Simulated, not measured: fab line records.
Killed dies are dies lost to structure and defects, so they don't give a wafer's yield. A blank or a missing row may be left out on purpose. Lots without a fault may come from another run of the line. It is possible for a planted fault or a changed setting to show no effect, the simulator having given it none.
Which tool was responsible? | flow sfqLine | 42 wafers from 14 lots sampled at 2 of the route's 325 steps

== WHAT THE GAUGES READ, wafer by wafer ==
SFQ_JJ_RS_MEAS_929: uses a four-point probe to measure. Usual: for JJ_NB_RS the level is 1.047 ohm/sq and the standard deviation is 0.01.
lot  | measured     | on           | JJ_NB_RS (ohm/sq) | flag
L848 | day 43 00:52 | filmMetro-03 | 1.032 1.031 1.028 | 
L850 | day 46 08:46 | filmMetro-03 | 1.041 1.075 1.069 | 
L851 | day 46 16:34 | filmMetro-04 | 1.039 1.041 1.042 | 
L852 | day 46 20:12 | filmMetro-03 | 1.037 1.051 1.039 | 
L853 | day 46 21:24 | filmMetro-01 | 1.071 1.042 1.066 | 
L854 | day 50 15:40 | filmMetro-03 | 1.061 1.049 1.062 | 
L855 | day 51 21:14 | filmMetro-04 | 1.047 1.036 1.059 | 
L860 | day 54 14:05 | filmMetro-04 | 1.056 1.043 0.785 | OFF
L861 | day 54 22:16 | filmMetro-03 | 1.048 1.053 1.062 | 
L863 | day 55 06:54 | filmMetro-01 | 0.782 1.059 1.045 | OFF
L867 | day 57 23:58 | filmMetro-01 | 1.048 1.049 1.061 | 
L868 | day 58 01:07 | filmMetro-03 | 1.028 1.045 1.049 | 
L869 | day 58 02:20 | filmMetro-01 | 1.052 1.059 1.040 | 
L871 | day 58 15:27 | filmMetro-01 | 1.046 1.041 1.043 | 

== EACH LOT AND THE TOOL THAT RAN IT (in order: tool; ch and the chambers of the sampled wafers; start) ==
lot  | SFQ_TRILAYER_JJ_TRILAYER_DEP_SPUTTER_112
L848 | pvdSputter-05, day 43 00:43
L850 | pvdSputter-03, day 46 08:41
L851 | pvdSputter-04, day 46 16:29
L852 | pvdSputter-05, day 46 20:05
L853 | pvdSputter-03, day 46 21:17
L854 | pvdSputter-04, day 50 15:35
L855 | pvdSputter-05, day 51 21:10
L860 | pvdSputter-04, day 54 13:59
L861 | pvdSputter-03, day 54 22:11
L863 | pvdSputter-04, day 55 06:49
L867 | pvdSputter-05, day 57 23:50
L868 | pvdSputter-03, day 58 01:02
L869 | pvdSputter-05, day 58 02:14
L871 | pvdSputter-03, day 58 15:22
- SFQ_TRILAYER_JJ_TRILAYER_DEP_SPUTTER_112: material Nb, target thk 170 nm, time 113.3 s.

== WHAT THE TOOLS THEMSELVES READ (means of the sampled wafers that have a number; where no wafer has one, the mark that the record gives instead) ==
SFQ_TRILAYER_JJ_TRILAYER_DEP_SPUTTER_112. Usual: basePressurePa 1.33e-06 Pa, standard deviation 8.9e-08; throttleValvePct 30.1 %, standard deviation 0.61.
lot  | tool          | basePressurePa (Pa) | throttleValvePct (%) | flag
L848 | pvdSputter-05 | 1.31e-06            | 29.9                 | 
L850 | pvdSputter-03 | 1.36e-06            | 30.6                 | 
L851 | pvdSputter-04 | 1.21e-06            | 29.7                 | 
L852 | pvdSputter-05 | 1.32e-06            | 30.1                 | 
L853 | pvdSputter-03 | 1.32e-06            | 30.5                 | 
L854 | pvdSputter-04 | 1.33e-06            | 29.6                 | 
L855 | pvdSputter-05 | 1.24e-06            | 29.8                 | 
L860 | pvdSputter-04 | 1.33e-06            | 30.7                 | 
L861 | pvdSputter-03 | 1.34e-06            | 30.7                 | 
L863 | pvdSputter-04 | 1.27e-06            | 30.1                 | 
L867 | pvdSputter-05 | 1.28e-06            | 29.9                 | 
L868 | pvdSputter-03 | 1.25e-06            | 30.6                 | 
L869 | pvdSputter-05 | 1.39e-06            | 29.7                 | 
L871 | pvdSputter-03 | 1.31e-06            | 30.4                 | 

== THE ANSWER, worked out from the rows above alone ==
Rule: a lot is off if the mean of its wafers that have a number lies more than 3 standard deviations from the usual mean. Also off: a lot with no number at a reading for which 4 or more lots have one. The other lots that the step has rows for count as sound. After the gauges, taken in route order, come the tools' own readings; for these a lot's mean is taken, as printed above. The first step at which some lot is off is used, and at that step the reading that is off furthest; a lot without a number counts as furthest.
Off: L860, L863, at SFQ_JJ_RS_MEAS_929 (JJ_NB_RS).
A tool fits if, at a process step before that reading, it ran every lot that is off, and no sound lot after the first of them. Gauges at SFQ_JJ_RS_MEAS_929: tried the same way as those tools. One candidate fits, namely pvdSputter-04 at SFQ_TRILAYER_JJ_TRILAYER_DEP_SPUTTER_112. Its last sound lot is L854 (day 50 15:35), its first lot that is off L860 (day 54 13:59): a fault that began between those two fits.

== WHAT THE SIMULATOR HAD PUT IN ==
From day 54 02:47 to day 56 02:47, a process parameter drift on pvdSputter-04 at SFQ_TRILAYER_JJ_TRILAYER_DEP_SPUTTER_112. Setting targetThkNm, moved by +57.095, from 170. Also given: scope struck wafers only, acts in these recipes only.
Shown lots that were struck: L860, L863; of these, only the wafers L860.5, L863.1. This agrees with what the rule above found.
